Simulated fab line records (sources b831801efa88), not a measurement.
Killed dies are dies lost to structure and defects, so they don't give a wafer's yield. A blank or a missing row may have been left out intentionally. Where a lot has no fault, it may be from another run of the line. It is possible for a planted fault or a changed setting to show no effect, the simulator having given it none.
fab line records	flow sky130
record lots=10	wafers=30	lastDay=50
route steps=708 shown METAL4@630 VIA4@656 METAL5@663 PAD_OPEN@708
lots that met no fault: taken from a fault-free run of the same line
startH: the number of hours between the record's first day and the start of the first shown wafer of the lot	waitH: hours from the lot's prior step to this one	" repeats the value in the row above	L1.1+2: one row covering several wafers at once	- either no value or no given start	* or withheld: withheld	< > ~ a bound
route shown NAME@n: names a module that has steps shown in the file, with the first one's number in the route	usual: mean and standard deviation over wafers with no fault	same: alike in all rows	chamber/n: place in a boat	sites: the reading at each site	_std_site: standard deviation of those values	_edge_site: the outer-site mean with the inner-site mean subtracted	radiusMm: how far each site lies from the wafer's centre	mask NAME#n: copy n	behind: the tool/chamber that last shaped the wafer	hold: the reason the lot was held/the length of the hold in hours/how it ended	device: transistor that didn't switch, given as n, p or np	end of line: the tests these same wafers got at the end of their route	for a step that has no rows: nothing shown but its recipe	killed: not the wafer's yield, but the dies lost to structure and defects at the first sort	map: dies across one wafer; x = killed, . = not, _ = none there
set.NAME: the run value of the setting; set.NAME@STEP: its run value at that earlier step	model.NAME: the simulator's own value behind a step, which no gauge read
one table for each step of the route and one row for each wafer, over a sample of lots
services: when a tool's chamber went out of use (startH, in hours from the record's first day, below 0 if earlier), for how many hours, and the reason
## steps
# step SKY_METAL4_OVL_MEAS_14
# usual METAL4_OVL=-2/4.8
lot.wafer	tool	chamber	startH	waitH	METAL4_OVL[nm]
L632.1	overlay-02	-	978.21	0.1	-4
L632.3	"	-	"	"	1
L632.5	"	-	"	"	-2
L633.1	overlay-02	-	988.31	0.1	2
L633.3	"	-	"	"	2
L633.4	"	-	"	"	-6
L635.2	overlay-01	-	1001.56	0.1	-1
L635.3	"	-	"	"	-3
L635.5	"	-	"	"	-10
L638.3	overlay-02	-	1025.67	0.1	0
L638.4	"	-	"	"	-1
L638.5	"	-	"	"	-5
L641.1	overlay-02	-	1045.71	0.1	-2
L641.3	"	-	"	"	-2
L641.4	"	-	"	"	5
L643.2	overlay-01	-	1053.81	0.1	-1
L643.3	"	-	"	"	-7
L643.5	"	-	"	"	-8
L644.1	overlay-01	-	1058.61	0.1	-4
L644.5	"	-	"	"	0
L644.6	"	-	"	"	-9
L645.2	overlay-02	-	1072.57	0.1	-8
L645.3	"	-	"	"	-1
L645.5	"	-	"	"	-2
L651.1	overlay-02	-	1116.71	0.1	0
L651.2	"	-	"	"	-1
L651.6	"	-	"	"	-1
L653.3	overlay-02	-	1117.87	0.1	1
L653.4	"	-	"	"	1
L653.5	"	-	"	"	4
# step SKY_METAL4_DESCUM_15
# recipe chemistry=O2	sourcePowerW=150	biasPowerW=0	pressureMtorr=10	tempC=40	timeS=8
# usual drypumpMotorCurrentA=5.9/0.54	oesProductAu=1.002/0.0073
# same timeS=8
lot.wafer	tool	chamber	startH	waitH	drypumpMotorCurrentA	oesProductAu	rfHoursCounterH
L632.1	rieMetal-01	0	978.24	0.0	5.4	1.001	14
L632.3	"	0	"	"	5.3	0.992	-
L632.5	"	1	"	"	6.8	0.994	-
L633.1	rieMetal-03	0	988.34	0.0	6.1	1.013	16
L633.3	"	1	"	"	5.6	0.996	-
L633.4	"	0	"	"	6.1	1.011	-
L635.2	rieMetal-03	0	1001.59	0.0	6.1	1.013	17
L635.3	"	1	"	"	5.6	1.003	-
L635.5	"	0	"	"	6.1	1.004	-
L638.3	rieMetal-04	1	1025.70	0.0	5.2	1.001	-
L638.4	"	0	"	"	6.0	1.009	-
L638.5	"	1	"	"	5.2	0.991	-
L641.1	rieMetal-01	0	1045.74	0.0	5.4	1.024	18
L641.3	"	1	"	"	6.8	1.001	-
L641.4	"	0	"	"	5.4	1.016	-
L643.2	rieMetal-01	1	1053.84	0.0	6.8	0.998	18
L643.3	"	1	"	"	6.7	0.994	-
L643.5	"	0	"	"	5.4	0.995	-
L644.1	rieMetal-04	0	1058.64	0.0	6.0	1.009	8
L644.5	"	0	"	"	6.0	1.005	-
L644.6	"	1	"	"	5.2	1.003	-
L645.2	rieMetal-01	0	1072.60	0.0	5.3	1.002	21
L645.3	"	0	"	"	5.3	0.995	-
L645.5	"	1	"	"	6.7	0.993	-
L651.1	rieMetal-04	1	1116.74	0.0	5.2	0.999	25
L651.2	"	0	"	"	5.9	1.008	12
L651.6	"	1	"	"	5.2	1.007	-
L653.3	rieMetal-01	0	1117.91	0.0	5.4	1.008	-
L653.4	"	1	"	"	6.8	0.999	-
L653.5	"	1	"	"	6.7	1.001	-
# step SKY_VIA4_SPUTTER_17
# recipe material=TiN	targetThkNm=20	chamberPressurePa=5	powerW=4000	timeS=80
# usual throttleValvePct=29.9/0.97
# same timeS=80
lot.wafer	tool	chamber	startH	waitH	throttleValvePct
L632.1	pvdSputter-04	-	1004.68	0.0	31.2
L632.3	"	-	"	"	30.4
L632.5	"	-	"	"	30.1
L633.1	pvdSputter-01	-	1011.74	0.0	28.4
L633.3	"	-	"	"	28.5
L633.4	"	-	"	"	31.1
L635.2	pvdSputter-04	-	1027.06	0.0	31.3
L635.3	"	-	"	"	30.0
L635.5	"	-	"	"	29.8
L638.3	pvdSputter-04	-	1051.24	0.0	30.8
L638.4	"	-	"	"	31.3
L638.5	"	-	"	"	30.1
L641.1	pvdSputter-03	-	1069.78	0.0	30.5
L641.3	"	-	"	"	30.4
L641.4	"	-	"	"	29.7
L643.2	pvdSputter-03	-	1076.83	0.0	30.2
L643.3	"	-	"	"	30.0
L643.5	"	-	"	"	30.3
L644.1	pvdSputter-03	-	1081.67	0.0	30.0
L644.5	"	-	"	"	30.0
L644.6	"	-	"	"	30.3
L645.2	pvdSputter-01	-	1095.73	0.0	28.5
L645.3	"	-	"	"	28.6
L645.5	"	-	"	"	28.6
L651.1	pvdSputter-03	-	1138.23	0.0	30.1
L651.2	"	-	"	"	29.9
L651.6	"	-	"	"	29.8
L653.3	pvdSputter-04	-	1138.88	0.0	29.9
L653.4	"	-	"	"	31.0
L653.5	"	-	"	"	29.0
# step SKY_METAL5_SPUTTER_02
# recipe material=AlCu	targetThkNm=1150	powerW=10600	timeS=61.2	chamberPressurePa=0.4
# usual throttleValvePct=29.6/1
lot.wafer	tool	chamber	startH	waitH	throttleValvePct
L632.1	pvdSputter-02	-	1005.43	0.0	30.9
L632.3	"	-	"	"	28.2
L632.5	"	-	"	"	28.2
L633.1	pvdSputter-02	-	1012.48	0.0	28.7
L633.3	"	-	"	"	28.1
L633.4	"	-	"	"	30.7
L635.2	pvdSputter-01	-	1028.06	0.0	28.2
L635.3	"	-	"	"	29.1
L635.5	"	-	"	"	30.9
L638.3	pvdSputter-02	-	1051.98	0.0	28.4
L638.4	"	-	"	"	30.0
L638.5	"	-	"	"	30.9
L641.1	pvdSputter-02	-	1070.53	0.0	30.9
L641.3	"	-	"	"	28.5
L641.4	"	-	"	"	28.4
L643.2	pvdSputter-03	-	1077.86	0.0	30.0
L643.3	"	-	"	"	30.3
L643.5	"	-	"	"	29.9
L644.1	pvdSputter-02	-	1082.41	0.0	28.2
L644.5	"	-	"	"	28.2
L644.6	"	-	"	"	30.6
L645.2	pvdSputter-01	-	1097.27	0.0	28.8
L645.3	"	-	"	"	28.5
L645.5	"	-	"	"	30.9
L651.1	pvdSputter-01	-	1138.97	0.0	31.2
L651.2	"	-	"	"	28.4
L651.6	"	-	"	"	28.6
L653.3	pvdSputter-03	-	1139.62	0.0	30.2
L653.4	"	-	"	"	29.8
L653.5	"	-	"	"	30.3
# step SKY_METAL5_RS_MEAS_05
# recipe thkMeasGauge=four-point-probe	reads=TiN_of_METAL5_SPUTTER_04+Ti_of_METAL5_SPUTTER_03+AlCu_of_METAL5_SPUTTER_02+TiN_of_METAL5_SPUTTER_01+Ti_of_METAL5_SPUTTER_00
# usual METAL5_ALCU_RS=0.02698/0.00026
lot.wafer	tool	chamber	startH	waitH	METAL5_ALCU_RS[ohm/sq]
L632.1	filmMetro-03	-	1005.54	0.0	0.02707
L632.3	"	-	"	"	0.02708
L632.5	"	-	"	"	0.02704
L633.1	filmMetro-01	-	1012.60	0.0	0.02674
L633.3	"	-	"	"	0.02673
L633.4	"	-	"	"	0.02667
L635.2	filmMetro-01	-	1028.20	0.0	0.02687
L635.3	"	-	"	"	0.02718
L635.5	"	-	"	"	0.02674
L638.3	filmMetro-03	-	1052.14	0.1	0.02676
L638.4	"	-	"	"	0.02642
L638.5	"	-	"	"	0.02663
L641.1	filmMetro-04	-	1070.65	0.0	0.02749
L641.3	"	-	"	"	0.04379
L641.4	"	-	"	"	0.02746
L643.2	filmMetro-01	-	1078.00	0.0	0.02734
L643.3	"	-	"	"	0.02698
L643.5	"	-	"	"	0.02709
L644.1	filmMetro-03	-	1082.53	0.0	0.02733
L644.5	"	-	"	"	0.04291
L644.6	"	-	"	"	0.02709
L645.2	filmMetro-03	-	1097.40	0.0	0.027
L645.3	"	-	"	"	0.02734
L645.5	"	-	"	"	0.02683
L651.1	filmMetro-03	-	1139.09	0.0	0.0272
L651.2	"	-	"	"	0.02725
L651.6	"	-	"	"	0.02744
L653.3	filmMetro-03	-	1139.78	0.1	0.02665
L653.4	"	-	"	"	0.02665
L653.5	"	-	"	"	0.02672
# step SKY_METAL5_THK_MEAS_06
# recipe thkMeasGauge=xrf	reads=AlCu_of_METAL5_SPUTTER_02
# usual METAL5_ALCU_THK=1158/13
lot.wafer	tool	chamber	startH	waitH	METAL5_ALCU_THK[nm]
L632.1	filmMetro-03	-	1005.66	0.1	1142
L632.3	"	-	"	"	1142
L632.5	"	-	"	"	1148
L633.1	filmMetro-01	-	1012.72	0.1	1171
L633.3	"	-	"	"	1173
L633.4	"	-	"	"	1174
L635.2	filmMetro-01	-	1028.31	0.1	1178
L635.3	"	-	"	"	1157
L635.5	"	-	"	"	1178
L638.3	filmMetro-03	-	1052.24	0.1	1163
L638.4	"	-	"	"	1186
L638.5	"	-	"	"	1170
L641.1	filmMetro-04	-	1070.77	0.1	1129
L641.3	"	-	"	"	716
L641.4	"	-	"	"	1134
L643.2	filmMetro-01	-	1078.11	0.1	1151
L643.3	"	-	"	"	1160
L643.5	"	-	"	"	1162
L644.1	filmMetro-03	-	1082.65	0.1	1141
L644.5	"	-	"	"	725
L644.6	"	-	"	"	1147
L645.2	filmMetro-03	-	1097.51	0.1	1157
L645.3	"	-	"	"	1139
L645.5	"	-	"	"	1156
L651.1	filmMetro-03	-	1139.21	0.1	1147
L651.2	"	-	"	"	1150
L651.6	"	-	"	"	1135
L653.3	filmMetro-03	-	1139.88	0.1	1178
L653.4	"	-	"	"	1169
L653.5	"	-	"	"	1168
# step SKY_METAL5_METAL_ETCH_15
# recipe targetDepthA=12600	stopOn=SiO2	overEtchFrac=0.2	timeS=252	chemistry=Cl2/BCl3	resistSidewallDeg=86	pressureMtorr=10	icpW=900	biasW=48.5	Cl2_flow_sccm=60	bcl3FlowSccm=30
# usual bcl3FlowSccm=30.00/0.094	drypumpMotorCurrentA=5.8/0.56	oesProductAu=0.894/0.005	throttleValvePct=22.264/0.0094
# same timeS=252
lot.wafer	tool	chamber	startH	waitH	bcl3FlowSccm	drypumpMotorCurrentA	oesProductAu	rfHoursCounterH	throttleValvePct
L632.1	rieMetal-01	1	1027.70	0.0	30.06	6.7	0.900	15	22.260
L632.3	"	0	"	"	29.91	5.4	0.900	-	22.255
L632.5	"	1	"	"	30.05	6.7	0.893	-	22.270
L633.1	rieMetal-01	1	1034.12	0.0	30.18	6.7	0.898	16	22.274
L633.3	"	0	"	"	30.05	5.4	0.888	-	22.271
L633.4	"	1	"	"	29.85	6.7	0.898	-	22.288
L635.2	rieMetal-01	0	1050.88	0.0	29.96	5.3	0.892	19	22.271
L635.3	"	1	"	"	30.17	6.7	0.881	-	22.253
L635.5	"	1	"	"	30.02	6.7	0.902	-	22.259
L638.3	rieMetal-01	1	1073.88	0.1	29.93	6.8	0.881	-	22.252
L638.4	"	0	"	"	30.00	5.3	0.890	-	22.254
L638.5	"	0	"	"	29.99	5.3	0.891	-	22.261
L641.1	rieMetal-01	0	1091.32	0.0	30.09	5.4	0.893	22	22.247
L641.3	"	0	"	"	30.00	5.4	0.716	-	22.279
L641.4	"	1	"	"	30.08	6.8	0.891	-	22.277
L643.2	rieMetal-01	0	1098.77	0.0	29.84	5.4	0.895	23	22.255
L643.3	"	1	"	"	30.18	6.7	0.894	-	22.274
L643.5	"	0	"	"	29.98	5.3	0.896	-	22.271
L644.1	rieMetal-01	0	1102.70	0.0	30.07	5.4	0.895	24	22.259
L644.5	"	0	"	"	29.98	5.4	0.737	-	22.262
L644.6	"	1	"	"	29.94	6.7	0.891	-	22.267
L645.2	rieMetal-02	0	1116.62	0.0	30.05	6.0	0.894	21	22.257
L645.3	"	1	"	"	29.93	5.4	0.894	-	22.259
L645.5	"	0	"	"	29.99	5.9	0.899	-	22.269
L651.1	rieMetal-01	0	1157.20	0.0	29.97	5.3	0.891	28	22.280
L651.2	"	1	"	"	29.94	6.7	0.895	26	22.259
L651.6	"	1	"	"	29.85	6.7	0.906	-	22.264
L653.3	rieMetal-02	0	1157.95	0.1	29.85	6.0	0.890	-	22.254
L653.4	"	1	"	"	29.93	5.4	0.891	-	22.274
L653.5	"	1	"	"	29.97	5.4	0.891	-	22.261
# step SKY_PAD_OPEN_PROBE_99
# usual defectLimitedYield=83.0/1.9	killed_at_M0_to_M3=43/6.9	killed_at_M4_up=3.1/1.9	killedAtContacts=24/5.4	killedAtFrontEnd=14/4.3	killedAtOther=0.3/0.53	killedDies=84/9.5	killedOpen=46/6.8	killedShort=38/6	sort_bin_3_pad_short=0.9/0.46	sort_bin_5_function=10.0/1.4	sort_bin_6_memory=6.1/1.1	sortNPass=408/9.5	sortYieldPct=83.0/1.9
# same grossDies=492	killedAtBackSide=0	sort_bin_4_leakage[%]=0	sort_bin_8_speed[%]=0
lot.wafer	tool	chamber	startH	waitH	defectLimitedYield[%]	killed_at_M0_to_M3	killed_at_M4_up	killedAtContacts	killedAtFrontEnd	killedAtOther	killedDies	killedOpen	killedShort	sort_bin_3_pad_short[%]	sort_bin_5_function[%]	sort_bin_6_memory[%]	sortNPass	sortYieldPct[%]
L632.1	prober-02	-	1075.96	0.1	82.3	49	4	20	14	0	87	50	37	0.4	11.2	6.1	405	82.3
L632.3	prober-02	-	1076.06	0.2	85.0	43	2	18	11	0	74	35	39	0	10.0	5.1	418	85.0
L632.5	prober-02	-	1076.16	0.2	86.4	32	0	24	11	0	67	47	20	0.2	6.9	6.5	425	86.4
L633.1	prober-01	-	1081.90	0.1	81.5	42	8	26	15	0	91	52	38	0.6	10.0	7.9	401	81.5
L633.3	prober-01	-	1082.00	0.2	77.4	60	9	27	15	0	111	64	47	0.8	13.0	8.7	381	77.4
L633.4	prober-01	-	1082.05	0.2	82.3	48	2	18	19	0	87	49	38	1.2	8.9	7.5	405	82.3
L635.2	prober-01	-	1096.45	0.1	85.8	40	3	22	5	0	70	37	33	1.4	8.3	4.5	422	85.8
L635.3	prober-01	-	1096.50	0.2	83.1	43	2	20	17	1	83	41	42	0.6	10.0	6.3	409	83.1
L635.5	prober-01	-	1096.60	0.2	83.5	31	3	23	24	0	81	33	48	1.8	9.6	5.1	411	83.5
L638.3	prober-01	-	1116.94	0.2	83.9	34	3	24	17	1	79	44	35	0.8	8.3	6.9	413	83.9
L638.4	prober-01	-	1116.99	0.2	82.7	36	2	29	18	0	85	43	42	0.4	11.6	5.3	407	82.7
L638.5	prober-01	-	1117.04	0.2	81.5	32	2	36	21	0	91	52	39	1.2	9.6	7.7	401	81.5
L641.1	prober-01	-	1132.01	0.1	85.4	35	1	25	11	0	72	42	29	0	10.0	4.7	420	85.4
L641.3	prober-01	-	1132.11	0.2	82.1	43	1	34	10	0	88	50	38	0.8	10.4	6.7	404	82.1
L641.4	prober-01	-	1132.16	0.2	83.7	39	3	27	11	0	80	44	36	0.8	8.3	7.1	412	83.7
L643.2	prober-01	-	1140.86	0.1	82.9	51	2	24	7	0	84	47	37	1.4	8.7	6.9	408	82.9
L643.3	prober-01	-	1140.91	0.2	82.5	38	2	28	17	1	86	47	38	0.8	9.8	6.9	406	82.5
L643.5	prober-01	-	1141.01	0.2	81.5	54	2	26	9	0	91	54	37	0.8	11.8	5.9	401	81.5
L644.1	prober-02	-	1143.76	0.1	83.7	46	3	22	9	0	80	38	41	0.8	9.8	5.7	412	83.7
L644.5	prober-02	-	1143.96	0.2	84.6	39	4	20	12	1	76	37	39	1.2	8.5	5.7	416	84.6
L644.6	prober-02	-	1144.01	0.2	82.1	50	4	18	15	1	88	49	39	0.8	9.8	7.3	404	82.1
L645.2	prober-01	-	1157.19	0.1	85.8	38	0	20	12	0	70	42	27	0.2	8.3	5.7	422	85.8
L645.3	prober-01	-	1157.24	0.2	80.5	43	2	27	24	0	96	56	40	1.4	11.6	6.5	396	80.5
L645.5	prober-01	-	1157.34	0.2	82.3	47	5	22	13	0	87	50	36	1.4	10.2	6.1	405	82.3
L651.1	prober-01	-	1194.86	0.1	84.6	37	2	23	14	0	76	48	28	0.6	7.7	7.1	416	84.6
L651.2	prober-01	-	1194.91	0.1	81.7	43	3	30	14	0	90	52	37	0.8	11.2	6.3	402	81.7
L651.6	prober-01	-	1195.11	0.2	81.5	47	0	28	16	0	91	49	42	1.2	11.0	6.3	401	81.5
L653.3	prober-02	-	1195.84	0.2	86.2	36	2	17	13	0	68	39	29	0.2	10.0	3.7	424	86.2
L653.4	prober-02	-	1195.89	0.2	86.6	28	1	27	10	0	66	41	25	0.4	7.3	5.7	426	86.6
L653.5	prober-02	-	1195.94	0.2	84.8	34	6	22	13	0	75	43	32	0.2	10.0	5.1	417	84.8
# killed by level:class
L632.1 VIA1:geometricParticle:open=11 LI_CONTACT:geometricParticle:open=8 VIA3:geometricParticle:open=7 METAL1:geometricParticle:short=6 VIA2:geometricParticle:open=6 CONTACT:geometricParticle:open=5 VIA1:geometricParticle:short=5 POLY_GATE:geometricParticle:open=4
L632.3 VIA1:geometricParticle:open=9 VIA2:geometricParticle:open=7 METAL2:geometricParticle:short=5 LOCAL_INTERCONNECT:geometricParticle:short=5 VIA1:geometricParticle:short=5 VIA3:geometricParticle:open=5 FIELD_ISO:geometricParticle:short=4 LI_CONTACT:geometricParticle:open=4
L632.5 VIA1:geometricParticle:open=11 CONTACT:geometricParticle:open=9 LI_CONTACT:geometricParticle:open=7 FIELD_ISO:geometricParticle:open=5 VIA1:geometricParticle:short=4 CONTACT:geometricParticle:short=3 VIA3:geometricParticle:open=3 VIA2:geometricParticle:open=3
L633.1 LI_CONTACT:geometricParticle:open=10 VIA1:geometricParticle:open=10 METAL2:geometricParticle:short=9 VIA2:geometricParticle:open=8 CONTACT:geometricParticle:open=7 METAL4:geometricParticle:short=7 POLY_GATE:geometricParticle:open=4 LOCAL_INTERCONNECT:geometricParticle:short=4
L633.3 VIA1:geometricParticle:open=13 VIA2:geometricParticle:open=12 VIA1:geometricParticle:short=8 LI_CONTACT:geometricParticle:open=7 FIELD_ISO:geometricParticle:open=6 LOCAL_INTERCONNECT:geometricParticle:short=6 CONTACT:geometricParticle:open=6 METAL2:geometricParticle:short=6
L633.4 VIA2:geometricParticle:open=10 VIA1:geometricParticle:open=9 METAL1:geometricParticle:short=8 POLY_GATE:geometricParticle:short=7 LI_CONTACT:geometricParticle:open=6 VIA1:geometricParticle:short=6 VIA3:geometricParticle:open=6 CONTACT:geometricParticle:open=5
L635.2 VIA1:geometricParticle:open=15 CONTACT:geometricParticle:short=7 CONTACT:geometricParticle:open=6 VIA1:geometricParticle:short=4 VIA2:geometricParticle:short=4 LI_CONTACT:geometricParticle:open=3 LOCAL_INTERCONNECT:geometricParticle:short=3 METAL4:geometricParticle:short=3
L635.3 FIELD_ISO:geometricParticle:open=9 VIA1:geometricParticle:open=7 METAL1:geometricParticle:short=7 VIA2:geometricParticle:short=6 VIA2:geometricParticle:open=6 FIELD_ISO:geometricParticle:short=5 LOCAL_INTERCONNECT:geometricParticle:short=5 CONTACT:geometricParticle:open=5
L635.5 FIELD_ISO:geometricParticle:short=7 VIA2:geometricParticle:open=7 FIELD_ISO:geometricParticle:open=6 CONTACT:geometricParticle:short=6 METAL1:geometricParticle:short=6 POLY_GATE:geometricParticle:short=5 LOCAL_INTERCONNECT:geometricParticle:short=5 LI_CONTACT:geometricParticle:open=5
L638.3 LI_CONTACT:geometricParticle:open=7 CONTACT:geometricParticle:open=7 FIELD_ISO:geometricParticle:short=6 VIA1:geometricParticle:open=6 VIA1:geometricParticle:short=6 VIA2:geometricParticle:open=6 FIELD_ISO:geometricParticle:open=5 POLY_GATE:geometricParticle:open=3
L638.4 VIA1:geometricParticle:open=8 LI_CONTACT:geometricParticle:open=8 CONTACT:geometricParticle:open=7 METAL2:geometricParticle:short=6 METAL1:geometricParticle:short=5 POLY_GATE:geometricParticle:short=5 POLY_GATE:geometricParticle:open=5 LOCAL_INTERCONNECT:geometricParticle:short=5
L638.5 CONTACT:geometricParticle:open=14 LI_CONTACT:geometricParticle:open=9 POLY_GATE:geometricParticle:open=7 LOCAL_INTERCONNECT:geometricParticle:short=7 FIELD_ISO:geometricParticle:short=6 VIA1:geometricParticle:open=6 FIELD_ISO:geometricParticle:open=5 METAL1:geometricParticle:short=5
L641.1 LI_CONTACT:geometricParticle:open=11 VIA1:geometricParticle:open=9 CONTACT:geometricParticle:open=7 VIA3:geometricParticle:open=7 CONTACT:geometricParticle:short=5 VIA1:geometricParticle:short=4 FIELD_ISO:geometricParticle:short=3 POLY_GATE:geometricParticle:short=3
L641.3 CONTACT:geometricParticle:open=13 VIA1:geometricParticle:open=12 LI_CONTACT:geometricParticle:open=9 METAL2:geometricParticle:short=6 LI_CONTACT:geometricParticle:short=6 VIA3:geometricParticle:short=6 VIA2:geometricParticle:open=5 VIA3:geometricParticle:open=4
L641.4 LI_CONTACT:geometricParticle:open=10 CONTACT:geometricParticle:open=10 LOCAL_INTERCONNECT:geometricParticle:short=6 VIA3:geometricParticle:short=6 VIA1:geometricParticle:open=5 VIA1:geometricParticle:short=5 VIA2:geometricParticle:open=5 VIA3:geometricParticle:open=5
L643.2 VIA1:geometricParticle:open=15 CONTACT:geometricParticle:open=9 VIA2:geometricParticle:open=9 CONTACT:geometricParticle:short=9 LI_CONTACT:geometricParticle:open=5 METAL1:geometricParticle:short=5 METAL2:geometricParticle:short=5 VIA1:geometricParticle:short=4
L643.3 LI_CONTACT:geometricParticle:open=10 VIA2:geometricParticle:open=10 VIA1:geometricParticle:open=8 CONTACT:geometricParticle:open=7 CONTACT:geometricParticle:short=6 VIA1:geometricParticle:short=6 FIELD_ISO:geometricParticle:short=5 POLY_GATE:geometricParticle:short=4
L643.5 VIA1:geometricParticle:open=18 CONTACT:geometricParticle:open=9 VIA3:geometricParticle:open=8 METAL2:geometricParticle:short=7 LI_CONTACT:geometricParticle:short=6 VIA2:geometricParticle:open=6 LI_CONTACT:geometricParticle:open=5 METAL1:geometricParticle:short=5
L644.1 VIA1:geometricParticle:open=9 LI_CONTACT:geometricParticle:open=7 VIA2:geometricParticle:open=6 METAL1:geometricParticle:short=6 CONTACT:geometricParticle:open=5 VIA1:geometricParticle:short=5 VIA2:geometricParticle:short=5 VIA3:geometricParticle:open=5
L644.5 VIA1:geometricParticle:open=11 METAL2:geometricParticle:short=8 VIA3:geometricParticle:open=7 CONTACT:geometricParticle:short=6 METAL1:geometricParticle:short=6 CONTACT:geometricParticle:open=5 POLY_GATE:geometricParticle:open=4 LI_CONTACT:geometricParticle:short=4
L644.6 VIA2:geometricParticle:open=9 CONTACT:geometricParticle:open=9 VIA1:geometricParticle:open=9 VIA1:geometricParticle:short=6 VIA3:geometricParticle:short=5 VIA3:geometricParticle:open=4 POLY_GATE:geometricParticle:open=4 POLY_GATE:geometricParticle:short=4
L645.2 VIA1:geometricParticle:open=9 VIA3:geometricParticle:open=8 CONTACT:geometricParticle:open=7 LI_CONTACT:geometricParticle:open=6 METAL2:geometricParticle:short=4 POLY_GATE:geometricParticle:short=4 METAL1:geometricParticle:short=4 METAL2:geometricParticle:open=4
L645.3 VIA1:geometricParticle:open=10 CONTACT:geometricParticle:open=9 VIA3:geometricParticle:open=8 FIELD_ISO:geometricParticle:open=7 FIELD_ISO:geometricParticle:short=7 VIA2:geometricParticle:open=7 LOCAL_INTERCONNECT:geometricParticle:short=7 LI_CONTACT:geometricParticle:open=6
L645.5 VIA3:geometricParticle:open=10 LI_CONTACT:geometricParticle:open=9 VIA1:geometricParticle:open=7 FIELD_ISO:geometricParticle:open=6 CONTACT:geometricParticle:open=6 VIA1:geometricParticle:short=6 VIA2:geometricParticle:open=6 METAL1:geometricParticle:short=5
L651.1 CONTACT:geometricParticle:open=13 VIA1:geometricParticle:open=8 VIA2:geometricParticle:open=6 LI_CONTACT:geometricParticle:open=5 METAL1:geometricParticle:short=5 VIA1:geometricParticle:short=5 CONTACT:geometricParticle:short=4 VIA3:geometricParticle:open=4
L651.2 CONTACT:geometricParticle:open=17 LI_CONTACT:geometricParticle:open=7 VIA1:geometricParticle:short=7 VIA1:geometricParticle:open=6 VIA2:geometricParticle:open=5 VIA3:geometricParticle:open=5 METAL3:geometricParticle:short=4 METAL2:geometricParticle:short=4
L651.6 VIA2:geometricParticle:open=9 LI_CONTACT:geometricParticle:open=9 VIA1:geometricParticle:open=8 CONTACT:geometricParticle:short=7 CONTACT:geometricParticle:open=6 VIA2:geometricParticle:short=5 VIA1:geometricParticle:short=5 FIELD_ISO:geometricParticle:short=4
L653.3 VIA1:geometricParticle:open=13 LI_CONTACT:geometricParticle:open=6 FIELD_ISO:geometricParticle:short=5 CONTACT:geometricParticle:short=5 CONTACT:geometricParticle:open=5 VIA2:geometricParticle:open=5 VIA2:geometricParticle:short=4 VIA1:geometricParticle:short=4
L653.4 CONTACT:geometricParticle:open=10 VIA1:geometricParticle:open=6 LI_CONTACT:geometricParticle:open=6 METAL2:geometricParticle:short=6 CONTACT:geometricParticle:short=4 FIELD_ISO:geometricParticle:short=3 FIELD_ISO:geometricParticle:open=3 LOCAL_INTERCONNECT:geometricParticle:short=3
L653.5 VIA1:geometricParticle:open=8 CONTACT:geometricParticle:open=8 LI_CONTACT:geometricParticle:open=6 METAL1:geometricParticle:short=5 METAL2:geometricParticle:short=5 VIA3:geometricParticle:open=4 METAL4:geometricParticle:short=4 FIELD_ISO:geometricParticle:open=3
## services
tool	chamber	startH	hours	kind
pvdSputter-01	0	958.13	-	consumableReplace:kit
pvdSputter-01	0	958.13	18.0	scheduledDown
pvdSputter-01	0	958.13	18.0	ventCycle
pvdSputter-03	-	974.23	3.2	repair
pvdSputter-02	3	979.60	-	consumableReplace:kit
pvdSputter-02	3	979.60	18.0	scheduledDown
pvdSputter-02	3	979.60	18.0	ventCycle
pvdSputter-02	-	986.64	3.1	repair
rieMetal-04	-	1028.83	28.1	pm
rieMetal-03	-	1046.07	28.1	pm
pvdSputter-01	-	1049.50	9.5	repair
pvdSputter-01	-	1052.49	3.2	repair
pvdSputter-04	2	1053.75	-	consumableReplace:kit
pvdSputter-02	2	1059.00	-	consumableReplace:kit
pvdSputter-02	2	1059.00	18.0	scheduledDown
pvdSputter-02	2	1059.00	18.0	ventCycle
pvdSputter-04	-	1078.37	1.7	repair
pvdSputter-04	-	1093.93	3.8	repair
pvdSputter-03	3	1133.58	-	consumableReplace:kit
pvdSputter-03	3	1133.58	18.0	scheduledDown
pvdSputter-03	3	1133.58	18.0	ventCycle
pvdSputter-02	1	1146.38	-	consumableReplace:kit
pvdSputter-02	1	1146.38	18.0	scheduledDown
pvdSputter-02	1	1146.38	18.0	ventCycle
## key
firstSign step=SKY_METAL5_RS_MEAS_05	reading=METAL5_ALCU_RS	direction=up	sigmas=62	usual=0.02698	struck=0.04335
effect step=SKY_METAL5_THK_MEAS_06	reading=METAL5_ALCU_THK	direction=down	sigmas=34	usual=1158	struck=720
effect step=SKY_METAL5_METAL_ETCH_15	reading=oesProductAu	direction=down	sigmas=34	usual=0.894	struck=0.726
metAt SKY_METAL5_SPUTTER_02
struckLots L641,L644
struckWafers L641.3,L644.5
notActingAt SKY_METAL4_OVL_MEAS_14,SKY_METAL4_DESCUM_15,SKY_VIA4_SPUTTER_17
onsetBetween 1012.48 1070.53
fault kind=processParameterDrift	tool=pvdSputter-02	chamber=-	onsetH=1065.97	steps=SKY_METAL5_SPUTTER_02	channel=targetThkNm	offset=-418.74	shape=step	endH=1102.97	actsIn=theseRecipesOnly	stated=1150	scope=struckWafersOnly
